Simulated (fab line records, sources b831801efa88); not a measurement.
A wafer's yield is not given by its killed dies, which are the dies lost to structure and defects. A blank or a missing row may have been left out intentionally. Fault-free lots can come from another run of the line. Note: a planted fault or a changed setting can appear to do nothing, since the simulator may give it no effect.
fab line records :: flow sky130
record:
  lots: 14
  wafers: 40
  last-day: 50
route steps=708 shown METAL2@484 METAL3@560
lots that met no fault: from a run of the same line without faults
start-h: the number of hours between the record's first day and the start of the first shown wafer of the lot :: wait-h: time in hours since the lot's previous step :: " the same as in the row above :: L1.1+2: one row covering several wafers at once :: - value missing, or start not given :: * or withheld: withheld :: < > ~ a bound
route shown NAME@n: a module of which the file shows steps, and the number in the route of the first :: usual: mean/standard deviation of fault-free wafers :: same: alike in all rows :: chamber/n: place in a boat :: sites: the reading at each site :: _std_site: standard deviation of those values :: _edge_site: mean of outer sites minus mean of inner sites :: radius-mm: how far each site lies from the wafer's centre :: mask NAME#n: copy n :: behind: the tool/chamber that last shaped the wafer :: hold: what put the lot on hold/how long, in hours/how the hold closed :: device: which transistor (n, p or np) failed to switch :: end of line: tests of these same wafers at the route's end :: a step without rows: its recipe alone :: killed: at the first sort, the dies lost to defects and structure; wafer yield is something else :: map: a wafer's dies, marking killed ones x, the rest . and places with no die _
set.NAME: the setting the step ran with; set.NAME@STEP: the setting that earlier step ran with :: model.NAME: the simulator's own value behind a step, which no gauge read
steps of the route over a sample of lots; a table a step, a row a wafer
services: the hour from which a tool's chamber was out of use, counted from the record's first day as start-h (under 0 if before that day), plus the number of hours and why
== steps ==
step: SKY_METAL2_SPUTTER_01
recipe:
  material: TiN
  target-thk-nm: 20
  power-w: 6500
  time-s: 16.7
  chamber-pressure-pa: 0.4
usual:
  throttle-valve-pct: 29.2/0.9
lot.wafer: L239.1
tool: pvd-sputter-01
chamber: -
start-h: 793.07
wait-h: 0.0
throttle-valve-pct: 29.4

lot.wafer: L239.2
tool: pvd-sputter-01
chamber: -
start-h: 793.07
wait-h: 0.0
throttle-valve-pct: 29.7

lot.wafer: L239.5
tool: pvd-sputter-01
chamber: -
start-h: 793.07
wait-h: 0.0
throttle-valve-pct: 28.1

lot.wafer: L241.3
tool: pvd-sputter-02
chamber: -
start-h: 803.90
wait-h: 0.0
throttle-valve-pct: 28.2

lot.wafer: L241.5
tool: pvd-sputter-02
chamber: -
start-h: 803.90
wait-h: 0.0
throttle-valve-pct: 29.3

lot.wafer: L241.6
tool: pvd-sputter-02
chamber: -
start-h: 803.90
wait-h: 0.0
throttle-valve-pct: 27.9

lot.wafer: L242.3
tool: pvd-sputter-02
chamber: -
start-h: 817.41
wait-h: 0.0
throttle-valve-pct: 29.3

lot.wafer: L242.4
tool: pvd-sputter-02
chamber: -
start-h: 817.41
wait-h: 0.0
throttle-valve-pct: 27.9

lot.wafer: L242.5
tool: pvd-sputter-02
chamber: -
start-h: 817.41
wait-h: 0.0
throttle-valve-pct: 28.3

lot.wafer: L243.1
tool: pvd-sputter-02
chamber: -
start-h: 829.92
wait-h: 0.0
throttle-valve-pct: 29.8

lot.wafer: L243.2
tool: pvd-sputter-02
chamber: -
start-h: 829.92
wait-h: 0.0
throttle-valve-pct: 31.1

lot.wafer: L243.5
tool: pvd-sputter-02
chamber: -
start-h: 829.92
wait-h: 0.0
throttle-valve-pct: 30.2

lot.wafer: L244.2
tool: pvd-sputter-01
chamber: -
start-h: 830.52
wait-h: 0.0
throttle-valve-pct: 28.5

lot.wafer: L244.5
tool: pvd-sputter-01
chamber: -
start-h: 830.52
wait-h: 0.0
throttle-valve-pct: 28.6

lot.wafer: L244.6
tool: pvd-sputter-01
chamber: -
start-h: 830.52
wait-h: 0.0
throttle-valve-pct: 29.5

lot.wafer: L245.1
tool: pvd-sputter-04
chamber: -
start-h: 838.14
wait-h: 0.0
throttle-valve-pct: 29.2

lot.wafer: L245.2
tool: pvd-sputter-04
chamber: -
start-h: 838.14
wait-h: 0.0
throttle-valve-pct: 29.3

lot.wafer: L245.3
tool: pvd-sputter-04
chamber: -
start-h: 838.14
wait-h: 0.0
throttle-valve-pct: 27.6

lot.wafer: L246.1
tool: pvd-sputter-04
chamber: -
start-h: 847.74
wait-h: 0.0
throttle-valve-pct: 29.4

lot.wafer: L246.5
tool: pvd-sputter-04
chamber: -
start-h: 847.74
wait-h: 0.0
throttle-valve-pct: 29.3

lot.wafer: L246.6
tool: pvd-sputter-04
chamber: -
start-h: 847.74
wait-h: 0.0
throttle-valve-pct: 29.2

lot.wafer: L247.1
tool: pvd-sputter-02
chamber: -
start-h: 850.80
wait-h: 0.0
throttle-valve-pct: 30.1

lot.wafer: L247.3
tool: pvd-sputter-02
chamber: -
start-h: 850.80
wait-h: 0.0
throttle-valve-pct: 31.2

lot.wafer: L247.4
tool: pvd-sputter-02
chamber: -
start-h: 850.80
wait-h: 0.0
throttle-valve-pct: 27.8

lot.wafer: L248.1
tool: pvd-sputter-02
chamber: -
start-h: 860.17
wait-h: 0.0
throttle-valve-pct: 31.3

lot.wafer: L248.4
tool: pvd-sputter-02
chamber: -
start-h: 860.17
wait-h: 0.0
throttle-valve-pct: 29.3

lot.wafer: L248.6
tool: pvd-sputter-02
chamber: -
start-h: 860.17
wait-h: 0.0
throttle-valve-pct: 27.9

lot.wafer: L249.4
tool: pvd-sputter-04
chamber: -
start-h: 873.04
wait-h: 0.0
throttle-valve-pct: 29.2

lot.wafer: L249.5
tool: pvd-sputter-04
chamber: -
start-h: 873.04
wait-h: 0.0
throttle-valve-pct: 29.4

lot.wafer: L249.6
tool: pvd-sputter-04
chamber: -
start-h: 873.04
wait-h: 0.0
throttle-valve-pct: 29.9

lot.wafer: L250.4
tool: pvd-sputter-01
chamber: -
start-h: 886.73
wait-h: 0.0
throttle-valve-pct: 29.7

lot.wafer: L250.5
tool: pvd-sputter-01
chamber: -
start-h: 886.73
wait-h: 0.0
throttle-valve-pct: 28.5

lot.wafer: L254.2
tool: pvd-sputter-01
chamber: -
start-h: 911.00
wait-h: 0.0
throttle-valve-pct: 28.4

lot.wafer: L254.5
tool: pvd-sputter-01
chamber: -
start-h: 911.00
wait-h: 0.0
throttle-valve-pct: 29.6

lot.wafer: L262.1
tool: pvd-sputter-02
chamber: -
start-h: 965.36
wait-h: 0.0
throttle-valve-pct: 28.0

lot.wafer: L262.4
tool: pvd-sputter-02
chamber: -
start-h: 965.36
wait-h: 0.0
throttle-valve-pct: 29.8

lot.wafer: L262.5
tool: pvd-sputter-02
chamber: -
start-h: 965.36
wait-h: 0.0
throttle-valve-pct: 28.0

lot.wafer: L260.1
tool: pvd-sputter-04
chamber: -
start-h: 967.84
wait-h: 0.0
throttle-valve-pct: 27.6

lot.wafer: L260.3
tool: pvd-sputter-04
chamber: -
start-h: 967.84
wait-h: 0.0
throttle-valve-pct: 29.2

lot.wafer: L260.6
tool: pvd-sputter-04
chamber: -
start-h: 967.84
wait-h: 0.0
throttle-valve-pct: 30.0
step: SKY_METAL2_THK_MEAS_06
recipe:
  thk-meas-gauge: xrf
  reads: AlCu_of_METAL2_SPUTTER_02
usual:
  METAL2_ALCU_THK: 247/3.1
lot.wafer: L239.1
tool: film-metro-04
chamber: -
start-h: 793.31
wait-h: 0.1
METAL2_ALCU_THK[nm]: 246

lot.wafer: L239.2
tool: film-metro-04
chamber: -
start-h: 793.31
wait-h: 0.1
METAL2_ALCU_THK[nm]: 251

lot.wafer: L239.5
tool: film-metro-04
chamber: -
start-h: 793.31
wait-h: 0.1
METAL2_ALCU_THK[nm]: 246

lot.wafer: L241.3
tool: film-metro-03
chamber: -
start-h: 804.16
wait-h: 0.1
METAL2_ALCU_THK[nm]: 243

lot.wafer: L241.5
tool: film-metro-03
chamber: -
start-h: 804.16
wait-h: 0.1
METAL2_ALCU_THK[nm]: 243

lot.wafer: L241.6
tool: film-metro-03
chamber: -
start-h: 804.16
wait-h: 0.1
METAL2_ALCU_THK[nm]: 248

lot.wafer: L242.3
tool: film-metro-04
chamber: -
start-h: 817.67
wait-h: 0.1
METAL2_ALCU_THK[nm]: 243

lot.wafer: L242.4
tool: film-metro-04
chamber: -
start-h: 817.67
wait-h: 0.1
METAL2_ALCU_THK[nm]: 247

lot.wafer: L242.5
tool: film-metro-04
chamber: -
start-h: 817.67
wait-h: 0.1
METAL2_ALCU_THK[nm]: 245

lot.wafer: L243.1
tool: film-metro-02
chamber: -
start-h: 830.15
wait-h: 0.1
METAL2_ALCU_THK[nm]: 253

lot.wafer: L243.2
tool: film-metro-02
chamber: -
start-h: 830.15
wait-h: 0.1
METAL2_ALCU_THK[nm]: 247

lot.wafer: L243.5
tool: film-metro-02
chamber: -
start-h: 830.15
wait-h: 0.1
METAL2_ALCU_THK[nm]: 251

lot.wafer: L244.2
tool: film-metro-02
chamber: -
start-h: 830.76
wait-h: 0.1
METAL2_ALCU_THK[nm]: 247

lot.wafer: L244.5
tool: film-metro-02
chamber: -
start-h: 830.76
wait-h: 0.1
METAL2_ALCU_THK[nm]: 245

lot.wafer: L244.6
tool: film-metro-02
chamber: -
start-h: 830.76
wait-h: 0.1
METAL2_ALCU_THK[nm]: 252

lot.wafer: L245.1
tool: film-metro-02
chamber: -
start-h: 838.38
wait-h: 0.1
METAL2_ALCU_THK[nm]: 249

lot.wafer: L245.2
tool: film-metro-02
chamber: -
start-h: 838.38
wait-h: 0.1
METAL2_ALCU_THK[nm]: 248

lot.wafer: L245.3
tool: film-metro-02
chamber: -
start-h: 838.38
wait-h: 0.1
METAL2_ALCU_THK[nm]: 245

lot.wafer: L246.1
tool: film-metro-02
chamber: -
start-h: 847.97
wait-h: 0.1
METAL2_ALCU_THK[nm]: 250

lot.wafer: L246.5
tool: film-metro-02
chamber: -
start-h: 847.97
wait-h: 0.1
METAL2_ALCU_THK[nm]: 251

lot.wafer: L246.6
tool: film-metro-02
chamber: -
start-h: 847.97
wait-h: 0.1
METAL2_ALCU_THK[nm]: 246

lot.wafer: L247.1
tool: film-metro-03
chamber: -
start-h: 851.04
wait-h: 0.1
METAL2_ALCU_THK[nm]: 243

lot.wafer: L247.3
tool: film-metro-03
chamber: -
start-h: 851.04
wait-h: 0.1
METAL2_ALCU_THK[nm]: 239

lot.wafer: L247.4
tool: film-metro-03
chamber: -
start-h: 851.04
wait-h: 0.1
METAL2_ALCU_THK[nm]: 243

lot.wafer: L248.1
tool: film-metro-04
chamber: -
start-h: 860.40
wait-h: 0.1
METAL2_ALCU_THK[nm]: 243

lot.wafer: L248.4
tool: film-metro-04
chamber: -
start-h: 860.40
wait-h: 0.1
METAL2_ALCU_THK[nm]: 247

lot.wafer: L248.6
tool: film-metro-04
chamber: -
start-h: 860.40
wait-h: 0.1
METAL2_ALCU_THK[nm]: 247

lot.wafer: L249.4
tool: film-metro-03
chamber: -
start-h: 873.31
wait-h: 0.1
METAL2_ALCU_THK[nm]: 246

lot.wafer: L249.5
tool: film-metro-03
chamber: -
start-h: 873.31
wait-h: 0.1
METAL2_ALCU_THK[nm]: 244

lot.wafer: L249.6
tool: film-metro-03
chamber: -
start-h: 873.31
wait-h: 0.1
METAL2_ALCU_THK[nm]: 246

lot.wafer: L250.4
tool: film-metro-04
chamber: -
start-h: 887.00
wait-h: 0.1
METAL2_ALCU_THK[nm]: 246

lot.wafer: L250.5
tool: film-metro-04
chamber: -
start-h: 887.00
wait-h: 0.1
METAL2_ALCU_THK[nm]: 244

lot.wafer: L254.2
tool: film-metro-04
chamber: -
start-h: 911.25
wait-h: 0.1
METAL2_ALCU_THK[nm]: 243

lot.wafer: L254.5
tool: film-metro-04
chamber: -
start-h: 911.25
wait-h: 0.1
METAL2_ALCU_THK[nm]: 246

lot.wafer: L262.1
tool: film-metro-04
chamber: -
start-h: 965.60
wait-h: 0.1
METAL2_ALCU_THK[nm]: 245

lot.wafer: L262.4
tool: film-metro-04
chamber: -
start-h: 965.60
wait-h: 0.1
METAL2_ALCU_THK[nm]: 245

lot.wafer: L262.5
tool: film-metro-04
chamber: -
start-h: 965.60
wait-h: 0.1
METAL2_ALCU_THK[nm]: 245

lot.wafer: L260.1
tool: film-metro-02
chamber: -
start-h: 968.08
wait-h: 0.1
METAL2_ALCU_THK[nm]: 255

lot.wafer: L260.3
tool: film-metro-02
chamber: -
start-h: 968.08
wait-h: 0.1
METAL2_ALCU_THK[nm]: 250

lot.wafer: L260.6
tool: film-metro-02
chamber: -
start-h: 968.08
wait-h: 0.1
METAL2_ALCU_THK[nm]: 249
step: SKY_METAL2_CD_MEAS_15
recipe:
  target-cd-nm: 140
usual:
  cd-nm: 139.8/1.7
lot.wafer: L239.1
tool: cd-sem-02
chamber: -
start-h: 820.11
wait-h: -
cd-nm: 139.2

lot.wafer: L239.2
tool: cd-sem-02
chamber: -
start-h: 820.11
wait-h: -
cd-nm: 140.6

lot.wafer: L239.5
tool: cd-sem-02
chamber: -
start-h: 820.11
wait-h: -
cd-nm: 139.9

lot.wafer: L241.3
tool: cd-sem-02
chamber: -
start-h: 830.30
wait-h: -
cd-nm: 140.7

lot.wafer: L241.5
tool: cd-sem-02
chamber: -
start-h: 830.30
wait-h: -
cd-nm: 139.6

lot.wafer: L241.6
tool: cd-sem-02
chamber: -
start-h: 830.30
wait-h: -
cd-nm: 139.5

lot.wafer: L242.3
tool: cd-sem-01
chamber: -
start-h: 843.35
wait-h: -
cd-nm: 142.0

lot.wafer: L242.4
tool: cd-sem-01
chamber: -
start-h: 843.35
wait-h: -
cd-nm: 140.6

lot.wafer: L242.5
tool: cd-sem-01
chamber: -
start-h: 843.35
wait-h: -
cd-nm: 142.2

lot.wafer: L243.1
tool: cd-sem-01
chamber: -
start-h: 855.46
wait-h: -
cd-nm: 139.6

lot.wafer: L243.2
tool: cd-sem-01
chamber: -
start-h: 855.46
wait-h: -
cd-nm: 138.9

lot.wafer: L243.5
tool: cd-sem-01
chamber: -
start-h: 855.46
wait-h: -
cd-nm: 139.0

lot.wafer: L244.2
tool: cd-sem-02
chamber: -
start-h: 856.93
wait-h: -
cd-nm: 137.8

lot.wafer: L244.5
tool: cd-sem-02
chamber: -
start-h: 856.93
wait-h: -
cd-nm: 136.6

lot.wafer: L244.6
tool: cd-sem-02
chamber: -
start-h: 856.93
wait-h: -
cd-nm: 136.6

lot.wafer: L245.1
tool: cd-sem-02
chamber: -
start-h: 864.46
wait-h: -
cd-nm: 138.5

lot.wafer: L245.2
tool: cd-sem-02
chamber: -
start-h: 864.46
wait-h: -
cd-nm: 137.8

lot.wafer: L245.3
tool: cd-sem-02
chamber: -
start-h: 864.46
wait-h: -
cd-nm: 138.9

lot.wafer: L246.1
tool: cd-sem-01
chamber: -
start-h: 874.21
wait-h: -
cd-nm: 141.3

lot.wafer: L246.5
tool: cd-sem-01
chamber: -
start-h: 874.21
wait-h: -
cd-nm: 141.1

lot.wafer: L246.6
tool: cd-sem-01
chamber: -
start-h: 874.21
wait-h: -
cd-nm: 139.4

lot.wafer: L247.1
tool: cd-sem-02
chamber: -
start-h: 877.21
wait-h: -
cd-nm: 140.4

lot.wafer: L247.3
tool: cd-sem-02
chamber: -
start-h: 877.21
wait-h: -
cd-nm: 139.4

lot.wafer: L247.4
tool: cd-sem-02
chamber: -
start-h: 877.21
wait-h: -
cd-nm: 139.8

lot.wafer: L248.1
tool: cd-sem-01
chamber: -
start-h: 886.51
wait-h: -
cd-nm: 143.7

lot.wafer: L248.4
tool: cd-sem-01
chamber: -
start-h: 886.51
wait-h: -
cd-nm: 140.9

lot.wafer: L248.6
tool: cd-sem-01
chamber: -
start-h: 886.51
wait-h: -
cd-nm: 143.0

lot.wafer: L249.4
tool: cd-sem-01
chamber: -
start-h: 899.27
wait-h: -
cd-nm: 141.3

lot.wafer: L249.5
tool: cd-sem-01
chamber: -
start-h: 899.27
wait-h: -
cd-nm: 142.4

lot.wafer: L249.6
tool: cd-sem-01
chamber: -
start-h: 899.27
wait-h: -
cd-nm: 142.4

lot.wafer: L250.4
tool: cd-sem-01
chamber: -
start-h: 913.17
wait-h: -
cd-nm: 137.2

lot.wafer: L250.5
tool: cd-sem-01
chamber: -
start-h: 913.17
wait-h: -
cd-nm: 137.7

lot.wafer: L254.2
tool: cd-sem-02
chamber: -
start-h: 935.81
wait-h: -
cd-nm: 140.2

lot.wafer: L254.5
tool: cd-sem-02
chamber: -
start-h: 935.81
wait-h: -
cd-nm: 140.6

lot.wafer: L262.1
tool: cd-sem-02
chamber: -
start-h: 989.29
wait-h: -
cd-nm: 139.7

lot.wafer: L262.4
tool: cd-sem-02
chamber: -
start-h: 989.29
wait-h: -
cd-nm: 139.0

lot.wafer: L262.5
tool: cd-sem-02
chamber: -
start-h: 989.29
wait-h: -
cd-nm: 139.2

lot.wafer: L260.1
tool: cd-sem-01
chamber: -
start-h: 991.51
wait-h: -
cd-nm: 142.3

lot.wafer: L260.3
tool: cd-sem-01
chamber: -
start-h: 991.51
wait-h: -
cd-nm: 142.5

lot.wafer: L260.6
tool: cd-sem-01
chamber: -
start-h: 991.51
wait-h: -
cd-nm: 141.9
step: SKY_METAL3_EXPOSE_10
recipe:
  mask-id: MM3
  na: 0.68
  source-shape: annular
  sigma-inner: 0.4
  sigma-outer: 0.8
  target-cd-nm: 300
  dose-mj: 28
lot.wafer: L239.1+2+5
tool: krf-scanner-01
chamber: 0
start-h: 889.31
wait-h: -
mask: MM3#0

lot.wafer: L241.3+5+6
tool: krf-scanner-01
chamber: 0
start-h: 900.43
wait-h: -
mask: MM3#0

lot.wafer: L242.3+4+5
tool: krf-scanner-01
chamber: 0
start-h: 912.15
wait-h: -
mask: MM3#0

lot.wafer: L243.1+2+5
tool: krf-scanner-02
chamber: 0
start-h: 923.21
wait-h: -
mask: MM3#0

lot.wafer: L244.2+5+6
tool: krf-scanner-01
chamber: 0
start-h: 926.30
wait-h: -
mask: MM3#0

lot.wafer: L245.1+2+3
tool: krf-scanner-01
chamber: 0
start-h: 933.26
wait-h: -
mask: MM3#0

lot.wafer: L246.1+5+6
tool: krf-scanner-01
chamber: 0
start-h: 941.21
wait-h: -
mask: MM3#0

lot.wafer: L247.1+3+4
tool: krf-scanner-01
chamber: 0
start-h: 945.21
wait-h: -
mask: MM3#0

lot.wafer: L248.1+4+6
tool: krf-scanner-02
chamber: 0
start-h: 952.69
wait-h: -
mask: MM3#0

lot.wafer: L249.4+5+6
tool: krf-scanner-02
chamber: 0
start-h: 963.92
wait-h: -
mask: MM3#0

lot.wafer: L250.4+5
tool: krf-scanner-02
chamber: 0
start-h: 978.37
wait-h: -
mask: MM3#0

lot.wafer: L254.2+5
tool: krf-scanner-02
chamber: 0
start-h: 1000.31
wait-h: -
mask: MM3#0

lot.wafer: L262.1+4+5
tool: krf-scanner-01
chamber: 0
start-h: 1049.23
wait-h: -
mask: MM3#0

lot.wafer: L260.1+3+6
tool: krf-scanner-01
chamber: 0
start-h: 1052.83
wait-h: -
mask: MM3#0
step: SKY_METAL3_CD_MEAS_13
recipe:
  target-cd-nm: 300
usual:
  cd-nm: 300.0/1.3
lot.wafer: L239.1
tool: cd-sem-01
chamber: -
start-h: 902.72
wait-h: -
cd-nm: 299.4

lot.wafer: L239.2
tool: cd-sem-01
chamber: -
start-h: 902.72
wait-h: -
cd-nm: 299.6

lot.wafer: L239.5
tool: cd-sem-01
chamber: -
start-h: 902.72
wait-h: -
cd-nm: 301.3

lot.wafer: L241.3
tool: cd-sem-02
chamber: -
start-h: 912.91
wait-h: -
cd-nm: 300.0

lot.wafer: L241.5
tool: cd-sem-02
chamber: -
start-h: 912.91
wait-h: -
cd-nm: 300.4

lot.wafer: L241.6
tool: cd-sem-02
chamber: -
start-h: 912.91
wait-h: -
cd-nm: 300.2

lot.wafer: L242.3
tool: cd-sem-02
chamber: -
start-h: 924.28
wait-h: -
cd-nm: 300.8

lot.wafer: L242.4
tool: cd-sem-02
chamber: -
start-h: 924.28
wait-h: -
cd-nm: 301.0

lot.wafer: L242.5
tool: cd-sem-02
chamber: -
start-h: 924.28
wait-h: -
cd-nm: 299.9

lot.wafer: L243.1
tool: cd-sem-02
chamber: -
start-h: 935.44
wait-h: -
cd-nm: 298.5

lot.wafer: L243.2
tool: cd-sem-02
chamber: -
start-h: 935.44
wait-h: -
cd-nm: 300.2

lot.wafer: L243.5
tool: cd-sem-02
chamber: -
start-h: 935.44
wait-h: -
cd-nm: 298.8

lot.wafer: L244.2
tool: cd-sem-02
chamber: -
start-h: 938.44
wait-h: -
cd-nm: 299.1

lot.wafer: L244.5
tool: cd-sem-02
chamber: -
start-h: 938.44
wait-h: -
cd-nm: 298.9

lot.wafer: L244.6
tool: cd-sem-02
chamber: -
start-h: 938.44
wait-h: -
cd-nm: 300.7

lot.wafer: L245.1
tool: cd-sem-01
chamber: -
start-h: 945.56
wait-h: -
cd-nm: 299.3

lot.wafer: L245.2
tool: cd-sem-01
chamber: -
start-h: 945.56
wait-h: -
cd-nm: 298.2

lot.wafer: L245.3
tool: cd-sem-01
chamber: -
start-h: 945.56
wait-h: -
cd-nm: 300.0

lot.wafer: L246.1
tool: cd-sem-02
chamber: -
start-h: 952.99
wait-h: -
cd-nm: 301.0

lot.wafer: L246.5
tool: cd-sem-02
chamber: -
start-h: 952.99
wait-h: -
cd-nm: 298.9

lot.wafer: L246.6
tool: cd-sem-02
chamber: -
start-h: 952.99
wait-h: -
cd-nm: 300.1

lot.wafer: L247.1
tool: cd-sem-01
chamber: -
start-h: 957.14
wait-h: -
cd-nm: 300.8

lot.wafer: L247.3
tool: cd-sem-01
chamber: -
start-h: 957.14
wait-h: -
cd-nm: 302.5

lot.wafer: L247.4
tool: cd-sem-01
chamber: -
start-h: 957.14
wait-h: -
cd-nm: 300.3

lot.wafer: L248.1
tool: cd-sem-01
chamber: -
start-h: 965.57
wait-h: -
cd-nm: 302.5

lot.wafer: L248.4
tool: cd-sem-01
chamber: -
start-h: 965.57
wait-h: -
cd-nm: 302.3

lot.wafer: L248.6
tool: cd-sem-01
chamber: -
start-h: 965.57
wait-h: -
cd-nm: 302.8

lot.wafer: L249.4
tool: cd-sem-01
chamber: -
start-h: 975.20
wait-h: -
cd-nm: 301.2

lot.wafer: L249.5
tool: cd-sem-01
chamber: -
start-h: 975.20
wait-h: -
cd-nm: 301.0

lot.wafer: L249.6
tool: cd-sem-01
chamber: -
start-h: 975.20
wait-h: -
cd-nm: 301.8

lot.wafer: L250.4
tool: cd-sem-02
chamber: -
start-h: 990.30
wait-h: -
cd-nm: 302.2

lot.wafer: L250.5
tool: cd-sem-02
chamber: -
start-h: 990.30
wait-h: -
cd-nm: 270.4

lot.wafer: L254.2
tool: cd-sem-02
chamber: -
start-h: 1012.51
wait-h: -
cd-nm: 300.4

lot.wafer: L254.5
tool: cd-sem-02
chamber: -
start-h: 1012.51
wait-h: -
cd-nm: 268.8

lot.wafer: L262.1
tool: cd-sem-01
chamber: -
start-h: 1060.29
wait-h: -
cd-nm: 298.2

lot.wafer: L262.4
tool: cd-sem-01
chamber: -
start-h: 1060.29
wait-h: -
cd-nm: 298.4

lot.wafer: L262.5
tool: cd-sem-01
chamber: -
start-h: 1060.29
wait-h: -
cd-nm: 298.6

lot.wafer: L260.1
tool: cd-sem-01
chamber: -
start-h: 1063.71
wait-h: -
cd-nm: 298.9

lot.wafer: L260.3
tool: cd-sem-01
chamber: -
start-h: 1063.71
wait-h: -
cd-nm: 299.7

lot.wafer: L260.6
tool: cd-sem-01
chamber: -
start-h: 1063.71
wait-h: -
cd-nm: 298.7
== services ==
tool: krf-scanner-02
chamber: -
start-h: 795.65
hours: 4.0
kind: pm

tool: krf-scanner-01
chamber: -
start-h: 799.67
hours: 0.8
kind: pm

tool: krf-scanner-02
chamber: -
start-h: 804.32
hours: 1.0
kind: pm

tool: pvd-sputter-02
chamber: -
start-h: 826.13
hours: 1.9
kind: repair

tool: krf-scanner-01
chamber: -
start-h: 838.01
hours: 3.6
kind: pm

tool: krf-scanner-01
chamber: -
start-h: 841.57
hours: 1.3
kind: pm

tool: krf-scanner-01
chamber: -
start-h: 852.30
hours: 7.2
kind: pm

tool: krf-scanner-02
chamber: -
start-h: 864.04
hours: 1.3
kind: pm

tool: krf-scanner-01
chamber: -
start-h: 876.11
hours: 4.0
kind: pm

tool: krf-scanner-01
chamber: -
start-h: 880.13
hours: 1.0
kind: pm

tool: pvd-sputter-02
chamber: -
start-h: 881.88
hours: 6.8
kind: repair

tool: krf-scanner-02
chamber: -
start-h: 918.88
hours: 0.8
kind: pm

tool: krf-scanner-02
chamber: -
start-h: 956.90
hours: 0.8
kind: pm

tool: krf-scanner-01
chamber: -
start-h: 965.13
hours: 0.8
kind: pm

tool: pvd-sputter-02
chamber: -
start-h: 968.13
hours: 2.4
kind: repair

tool: pvd-sputter-02
chamber: -
start-h: 968.34
hours: 9.6
kind: repair

tool: krf-scanner-02
chamber: -
start-h: 973.32
hours: 1.0
kind: pm

tool: pvd-sputter-04
chamber: -
start-h: 979.53
hours: 5.0
kind: repair

tool: pvd-sputter-04
chamber: -
start-h: 988.26
hours: 1.0
kind: repair

tool: krf-scanner-01
chamber: -
start-h: 1016.77
hours: 1.3
kind: pm

tool: krf-scanner-01
chamber: -
start-h: 1018.79
hours: 5.9
kind: repair

tool: krf-scanner-01
chamber: -
start-h: 1021.46
hours: 10.9
kind: repair

tool: krf-scanner-02
chamber: -
start-h: 1039.94
hours: 1.3
kind: pm

tool: krf-scanner-01
chamber: -
start-h: 1045.22
hours: 1.0
kind: pm
== key ==
first-sign:
  step: SKY_METAL3_CD_MEAS_13
  reading: cd-nm
  direction: down
  sigmas: 23
  usual: 300.0
  struck: 269.6
effect none on later readings
met-at SKY_METAL3_EXPOSE_10
struck-lots L250,L254
struck-wafers L250.5,L254.5
sort-left-out L250.5,L254.5
not-acting-at SKY_METAL2_SPUTTER_01,SKY_METAL2_THK_MEAS_06,SKY_METAL2_CD_MEAS_15
onset-between 963.92 978.37
fault:
  kind: process-parameter-drift
  tool: krf-scanner-02
  chamber: -
  onset-h: 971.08
  steps: SKY_METAL3_EXPOSE_10
  channel: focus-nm
  offset: 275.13
  shape: step
  end-h: 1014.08
  scope: struck-wafers-only
sort-left-out: the simulated sort isn't trusted on such a fault, so these wafers' sort isn't shown, and their yield isn't known
